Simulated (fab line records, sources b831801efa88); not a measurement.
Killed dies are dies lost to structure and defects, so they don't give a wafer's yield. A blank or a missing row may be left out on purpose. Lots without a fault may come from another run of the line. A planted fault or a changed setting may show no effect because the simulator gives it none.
Problem report in the 8D (eight disciplines) form, filled by code | flow sky130 | the parts of the form that need people (team, actions taken, sign-off) are left out

1. THE PROBLEM
rf_fwd_power_W at SKY_CONTACT_ETCH_18 reads a mean of 494.2 W on 1 wafer of 1 lot; wafers without a fault read 593.5 W with a standard deviation of 2.4. That is -41 standard deviations from the usual mean.
The step: etches Si3N4 in CHF3/O2, stops on TiN, time 39 s, target depth 75 nm.
First seen on wafer L468.4, day 35 19:00, on rie_diel-02. The record holds 39 wafers of 13 lots with a number at this step. Rule for "out", or "out of limits": more than 4 standard deviations from the usual mean. The other wafers with a number count as sound.

2. WHAT IT IS AND WHAT IT IS NOT
question                    | is                | is not
which readings at this step | rf_fwd_power_W    | drypump_motor_current_A, oes_product_au, throttle_valve_pct
which lots                  | L468              | L456, L457, L459, L462, L463, L471, L472, L473, L476, L477, L478, L479
which wafers of those lots  | L468.4            | L468.3, L468.5
read on which tools         | rie_diel-02       | rie_diel-01, rie_diel-04
when                        | from day 35 19:00 | up to then (17 sound wafers); but 21 sound wafers of L471, L472, L473, L476, L477, L478, L479 came after

3. SUSPECTS, AND WHAT RULES EACH OUT
Counting: a tool at a process step up to the reading stays a suspect if it ran every lot that is out. Sound lots after the first of them don't rule it out here, since some wafers of a struck lot are sound.
- rie_diel-02 at SKY_CONTACT_ETCH_18 (etches Si3N4 in CHF3/O2, stops on TiN, time 39 s, target depth 75 nm): kept. It ran the lot that is out, L468 (day 35 19:00); its last sound lot up to then is L462 (day 33 14:00). Its own readings are out on those wafers: rf_fwd_power_W.
- Within rie_diel-02 at SKY_CONTACT_ETCH_18: the wafers that are out ran in chamber 2; their sound lot-mates ran in chamber 0.
Left after counting: rie_diel-02 at SKY_CONTACT_ETCH_18.

4. THE CAUSE (what the simulator had put in)
Process parameter drift: rie_diel-02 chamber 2, from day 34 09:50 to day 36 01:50, at SKY_CONTACT_ETCH_18. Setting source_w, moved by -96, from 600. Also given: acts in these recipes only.
Counting left only this tool.

5. THE CHAIN OF EFFECTS, in route order
Each row: a reading whose mean over the struck wafers that have a number lies more than 3 standard deviations from the usual. Only readings for which the record gives a usual standard deviation are gone through. hours: the time from each lot's start at the first step in this table that gives one to its start at this step, as a median over the lots. sigmas: the change in usual standard deviations.
hours | step                | reading        | usual   | on struck wafers | change | sigmas
0     | SKY_CONTACT_ETCH_18 | rf_fwd_power_W | 593.5 W | 494.2            | -99.3  | -41
The process steps in it:
- SKY_CONTACT_ETCH_18: etches Si3N4 in CHF3/O2, stops on TiN, time 39 s, target depth 75 nm.

6. WHAT WOULD HAVE CAUGHT IT SOONER
In this record the first reading out of limits was taken at day 35 19:00, 33 hours after the fault began at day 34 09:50.
